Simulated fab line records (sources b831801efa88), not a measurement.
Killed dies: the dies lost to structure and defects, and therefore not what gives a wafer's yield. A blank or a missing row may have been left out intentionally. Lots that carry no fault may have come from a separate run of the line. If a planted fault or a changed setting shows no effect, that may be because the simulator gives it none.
Chamber matching -- flow gf180mcu -- GF_CONTACT_ETCH_16 on rie diel-03 has 4 sister chambers
The step etches BARC in N2/H2. 14 wafers are shown with their chamber, then 7 later ones without.

WAFERS, EACH WITH ITS CHAMBER
wafer,chamber,drypump motor current A (A),rf fwd power W (W),oes product au (a.u.)
L076.1,3,5.0,494.8,0.860
L076.2,2,6.3,497.0,0.852
L076.4,1,5.7,492.7,0.853
L077.1,1,5.6,493.1,0.855
L077.4,2,6.3,496.3,0.860
L077.5,1,5.6,495.1,0.851
L078.2,1,5.6,494.1,0.854
L078.5,1,5.7,493.2,0.850
L078.6,2,6.3,496.7,0.850
L085.3,1,5.7,497.0,0.856
L085.4,2,6.3,496.7,0.860
L085.6,0,5.3,493.3,0.851
L089.1,2,6.3,496.3,0.859
L089.4,1,5.6,494.0,0.852

SIGNATURES (averages over the wafers above)
reading,chamber 0,chamber 1,chamber 2,chamber 3,scatter within a chamber
drypump motor current A,5.300,5.643,6.300,5.000,0.0414
rf fwd power W,493.300,494.171,496.600,494.800,1.16
oes product au,0.85100,0.85300,0.85620,0.86000,0.00348
Rule: for a wafer and a chamber, the distance is found by dividing, reading by reading, the gap between the wafer's reading and the chamber's mean by the reading's scatter, squaring, summing and taking the root. If the next closest chamber is less than 2 further off than the closest, the wafer can't be placed; otherwise it belongs to the closest. The scatter is the square root of a quotient: the sum, over the shown wafers, of each reading's squared deviation from its chamber's mean, divided by wafers minus chambers.

WAFERS WITHOUT THEIR CHAMBER
wafer,drypump motor current A (A),rf fwd power W (W),oes product au (a.u.)
L089.5,5.6,493.0,0.849
L090.2,5.3,493.7,0.862
L090.3,5.7,493.5,0.852
L090.5,5.3,492.5,0.851
L091.2,6.3,495.8,0.854
L091.4,5.1,493.4,0.856
L091.6,6.3,496.8,0.858

CHAMBER TAKEN BY EACH
wafer,from the rows above,in truth
L089.5,1,1
L090.2,0,0
L090.3,1,1
L090.5,0,0
L091.2,2,2
L091.4,3,3
L091.6,2,2
Correct placement for 7 of the 7. From these rows, 0 cannot be placed. Number placed wrongly: 0.
